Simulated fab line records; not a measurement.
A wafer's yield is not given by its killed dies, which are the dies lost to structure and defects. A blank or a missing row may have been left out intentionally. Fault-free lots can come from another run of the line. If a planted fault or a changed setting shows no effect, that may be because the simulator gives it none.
Struck lot and sound lot, side by side | flow sfq-line | 14 out of 325 route steps
Sound: wafers L876.1, L876.2, L876.5. Struck: wafers L881.1, L881.5, L881.6. At the end, the cause is stated.
Each step with rows lists, per side, the tool, then ch with its chambers, then its first start. Under that, the readings that differ: sound wafers | struck wafers | difference of the means | sigmas: that difference in standard deviations of wafers without a fault.
alike: readings with means less than 2 such deviations apart, plus words and numbers identical on both sides. not compared: withheld readings, readings lacking a value on some wafer, bounds such as >300 that could conceal the same value, and numbers that have no deviation in the record and whose values overlap.
A row with sigmas, a row that says differs or no value, or rows on one side alone: a step with any of these is where the two part. When numbers do not overlap yet have no deviation, they are printed without sigmas and do not part them. A reading that every wafer of one side lacks parts them only if that side has two wafers or more.

SFQ_INCOMING_BOW_MEAS_900:
  sound on film-metro-02, day 1 15:00; struck on film-metro-03, day 2 16:00
  alike: INCOMING_BOW
then, 1 step without rows for these wafers: SFQ_TRILAYER_INCOMING_OXIDATION_002 (target thk 500 nm, ox time 4939 s).
SFQ_TRILAYER_L0_DEP_SPUTTER_003: material MoNx KI, target thk 40 nm, time 100 s.
  sound on pvd-sputter-03, day 1 17:29; struck on pvd-sputter-05, day 2 18:29
  alike: throttle-valve-pct
SFQ_L0_RS_MEAS_901: the measuring method here is four-point-probe.
  sound on film-metro-01, day 1 17:34; struck on film-metro-01, day 2 18:34
  alike: L0_MONX_KI_RS
SFQ_L0_THK_MEAS_902: measures by xrf.
  sound on film-metro-01, day 1 17:41; struck on film-metro-01, day 2 18:41
  reading             | sound          | struck         | difference | sigmas
  L0_MONX_KI_THK (nm) | 40.4 40.1 39.6 | 39.2 39.0 38.8 | -1.0       | -3
then, 6 steps without rows for these wafers: SFQ_TRILAYER_L0_LITHO_COAT_010 (resist thk 62 nm); SFQ_TRILAYER_L0_LITHO_COAT_005 (resist thk 600 nm); SFQ_TRILAYER_L0_LITHO_SOFTBAKE_009; SFQ_TRILAYER_L0_LITHO_EXPOSE_006 (exposes mask L0, target cd 2000 nm); SFQ_TRILAYER_L0_LITHO_PEB_008 (peb time 60 s); SFQ_TRILAYER_L0_LITHO_DEVELOP_007 (time 60 s).
SFQ_TRILAYER_L0_BARC_OPEN_METAL_ETCH_010: etches BARC in O2, target depth 125 nm, time 41.7 s.
  sound on rie-metal-03 ch 0, day 2 16:49; struck on rie-metal-03 ch 0,1, day 3 22:23
  reading                                             | sound             | struck            | difference | sigmas
  oes-product-au (a.u.)                               | 0.678 0.684 0.691 | 0.820 0.815 0.819 | +0.134     | +29
  run-length-s (s)                                    | 69.7 69.5 69.4    | 60.1 59.5 60.0    | -9.7       | -14
  time-s (s)                                          | 41.7 41.7 41.7    | 29.19 29.19 29.19 | -12.51     |
  model.KrF_of_TRILAYER_L0_LITHO_COAT_005.thk-nm (nm) | 525.8 523.2 523.8 | 537 538.3 539.5   | +14        |
  alike: bias-w, drypump-motor-current-A
  not compared: rf-hours-counter-h
SFQ_TRILAYER_L0_ETCH_METAL_ETCH_008: etches MoNx KI in SF6/O2, stops on SiO2, target depth 50 nm, time 25 s.
  sound on rie-metal-03 ch 0, day 2 16:56; struck on rie-metal-03 ch 0,1, day 3 22:27
  reading                                             | sound           | struck            | difference | sigmas
  model.KrF_of_TRILAYER_L0_LITHO_COAT_005.thk-nm (nm) | 484.3 481.8 482 | 494.5 495.5 496.9 | +12.9      |
  alike: bias-w, drypump-motor-current-A, oes-product-au, run-length-s, time-s
  not compared: rf-hours-counter-h
SFQ_TRILAYER_L0_STRIP_STRIP_009: strips in O2.
  sound on rie-metal-03 ch 0, day 2 17:02; struck on rie-metal-03 ch 0,1, day 3 22:30
  alike: drypump-motor-current-A, oes-product-au
  not compared: rf-hours-counter-h

## WHERE THEY PART
Earliest at SFQ_L0_THK_MEAS_902; latest, in this record, at SFQ_TRILAYER_L0_BARC_OPEN_METAL_ETCH_010. Later steps at which nothing parts them and some readings are alike: SFQ_TRILAYER_L0_ETCH_METAL_ETCH_008, SFQ_TRILAYER_L0_STRIP_STRIP_009.

WHY: what the simulator had put in
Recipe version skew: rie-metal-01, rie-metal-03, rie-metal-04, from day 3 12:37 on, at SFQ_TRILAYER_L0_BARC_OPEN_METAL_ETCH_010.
